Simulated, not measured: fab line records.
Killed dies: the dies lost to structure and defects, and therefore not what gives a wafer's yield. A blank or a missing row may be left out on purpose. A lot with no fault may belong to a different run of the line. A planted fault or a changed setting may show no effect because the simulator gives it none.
Matching of chambers :: flow sky130 :: SKY_POLY_GATE_ETCH_17 on rie-si-02 has 4 sister chambers
The step etches poly-Si in HBr/Cl2, stops on SiO2, target depth 180 nm, time 70.5 s. 4 wafers are shown with their chamber, then 12 later ones without.

WAFERS WITH THEIR CHAMBER
wafer: L084.6
chamber: 3
drypump-motor-current-A (A): 5.9

wafer: L088.2
chamber: 2
drypump-motor-current-A (A): 6.0

wafer: L088.3
chamber: 0
drypump-motor-current-A (A): 5.2

wafer: L088.5
chamber: 1
drypump-motor-current-A (A): 5.0

WAFERS WHOSE CHAMBER IS MISSING
wafer: L090.1
drypump-motor-current-A (A): 5.0

wafer: L090.4
drypump-motor-current-A (A): 5.8

wafer: L090.5
drypump-motor-current-A (A): 5.2

wafer: L092.3
drypump-motor-current-A (A): 4.9

wafer: L092.5
drypump-motor-current-A (A): 5.3

wafer: L092.6
drypump-motor-current-A (A): 5.0

wafer: L094.1
drypump-motor-current-A (A): 5.8

wafer: L094.4
drypump-motor-current-A (A): 6.0

wafer: L094.6
drypump-motor-current-A (A): 5.0

wafer: L096.1
drypump-motor-current-A (A): 5.0

wafer: L096.3
drypump-motor-current-A (A): 6.0

wafer: L096.5
drypump-motor-current-A (A): 6.0

WHICH CHAMBER EACH ONE RAN IN
wafer: L090.1
from the rows above: 1
in truth: 1

wafer: L090.4
from the rows above: can't be placed: 3 or 2
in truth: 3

wafer: L090.5
from the rows above: 0
in truth: 0

wafer: L092.3
from the rows above: 1
in truth: 1

wafer: L092.5
from the rows above: 0
in truth: 0

wafer: L092.6
from the rows above: 1
in truth: 1

wafer: L094.1
from the rows above: can't be placed: 3 or 2
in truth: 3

wafer: L094.4
from the rows above: can't be placed: 2 or 3
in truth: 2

wafer: L094.6
from the rows above: 1
in truth: 1

wafer: L096.1
from the rows above: 1
in truth: 1

wafer: L096.3
from the rows above: can't be placed: 2 or 3
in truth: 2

wafer: L096.5
from the rows above: can't be placed: 2 or 3
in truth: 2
Correctly placed: 7 of 12. From these rows, 5 cannot be placed; in 5 the true chamber is one of the candidates. 0 placed wrongly.
How it was worked out, from the rows above alone: a wafer's distance from a chamber is the root of the sum, over the readings, of the square of ((its reading less the chamber's mean) divided by the reading's scatter). The wafer belongs to the nearest chamber; if the next one is less than 2 further off, it can't be placed. The mean given for a chamber averages the wafers shown for that chamber. The scatter: with one shown wafer a chamber, the root of the mean of the squares of how far each hidden wafer lies from its nearest shown one.
